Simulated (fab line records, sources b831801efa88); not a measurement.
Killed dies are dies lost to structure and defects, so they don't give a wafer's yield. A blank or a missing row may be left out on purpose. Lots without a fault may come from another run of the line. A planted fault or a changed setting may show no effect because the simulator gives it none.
Which tool did it? | flow sky130 | 6 lots, 18 wafers sampled, at 1 step of a route of 708

WHAT THE GAUGES READ, wafer by wafer
SKY_VT_ADJUST_HVTR_CD_MEAS_07: target cd 380 nm.
lot  | measured     | on        | cd_nm (nm)
L373 | day 9 21:26  | cd_sem-02 | 381.6 381.4 379.7
L374 | day 10 07:14 | cd_sem-01 | 377.6 378.3 380.1
L380 | day 11 17:53 | cd_sem-01 | 382.2 379.1 381.0
L389 | day 14 09:17 | cd_sem-02 | 381.7 381.3 382.2
L392 | day 15 19:44 | cd_sem-02 | 381.0 381.8 380.4
L394 | day 16 18:34 | cd_sem-02 | 382.9 382.8 383.6

WHICH TOOL RAN EACH LOT (tool, then ch and the chambers of the sampled wafers, then the start)
The record holds no process step before these readings.

THE ANSWER, worked out from the rows above alone
Rule: what is usual is taken from the lots themselves. Put in order of their means at a reading, lots are off if they are a third of the lots or fewer, leave a main group of 4 or more, and stand apart from it by a gap of 3 or more times the standard deviation of the main group's means; of several such gaps the widest counts. A main group whose means are all the same, to the digits that the tables above print for the reading, isn't used. A lot without any number at a reading at which 4 lots or more have one is off too. The other lots that the step has rows for count as sound.
No lot is off at any reading shown: from this, nothing can be told.

WHAT THE SIMULATOR HAD PUT IN
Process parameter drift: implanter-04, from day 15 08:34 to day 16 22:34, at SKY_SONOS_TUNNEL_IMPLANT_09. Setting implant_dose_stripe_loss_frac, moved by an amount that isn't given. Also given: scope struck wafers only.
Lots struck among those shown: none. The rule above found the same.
